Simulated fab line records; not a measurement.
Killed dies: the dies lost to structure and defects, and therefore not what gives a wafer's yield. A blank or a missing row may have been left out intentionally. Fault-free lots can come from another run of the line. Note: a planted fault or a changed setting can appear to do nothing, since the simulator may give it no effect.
Which tool was responsible? -- flow sky130 -- 6 lots with 18 wafers sampled at 2 steps, on a route of 708 steps

## WHAT EACH GAUGE READ, for each wafer
SKY_METAL2_CD_MEAS_15: the cd target is 140 nm.
lot,measured,on,cdNm (nm)
L691,day 36 05:58,cdSem-02,138.9 138.6 139.1
L695,day 37 16:18,cdSem-02,141.1 140.9 141.8
L702,day 39 11:22,cdSem-01,138.1 139.5 139.3
L706,day 40 16:59,cdSem-01,139.2 141.3 139.2
L708,day 41 06:40,cdSem-02,137.9 138.4 138.1
L711,day 42 03:25,cdSem-02,140.7 140.9 141.1

## TOOL THAT RAN EACH LOT (tool first, then ch and the chambers of the sampled wafers, then the start)
lot,SKY_METAL1_DESCUM_17
L691,"rieMetal-01 ch 0,1, day 33 20:51"
L695,"rieMetal-01 ch 0,1, day 35 09:31"
L702,"rieMetal-03 ch 0,1, day 37 06:26"
L706,"rieMetal-01 ch 0, day 38 12:04"
L708,"rieMetal-04 ch 1, day 39 03:31"
L711,"rieMetal-04 ch 0,1, day 39 23:17"
- SKY_METAL1_DESCUM_17: chemistry O2, time 8 s.

## THE ANSWER, worked out from the rows above alone
Rule: what is usual is taken from the lots themselves. Put in order of their means at a reading, lots are off if they are a third of the lots or fewer, leave a main group of 4 or more, and stand apart from it by a gap of 3 or more times the standard deviation of the main group's means; of several such gaps the widest counts. If all means in a main group match to the digits the tables above print for the reading, that group is not used. Also off: a lot with no number at a reading for which 4 or more lots have one. Where the step has rows for the other lots, those lots are counted as sound.
No lot is off on any of the readings shown, so nothing can be concluded from this.

## WHAT WAS PUT IN BY THE SIMULATOR
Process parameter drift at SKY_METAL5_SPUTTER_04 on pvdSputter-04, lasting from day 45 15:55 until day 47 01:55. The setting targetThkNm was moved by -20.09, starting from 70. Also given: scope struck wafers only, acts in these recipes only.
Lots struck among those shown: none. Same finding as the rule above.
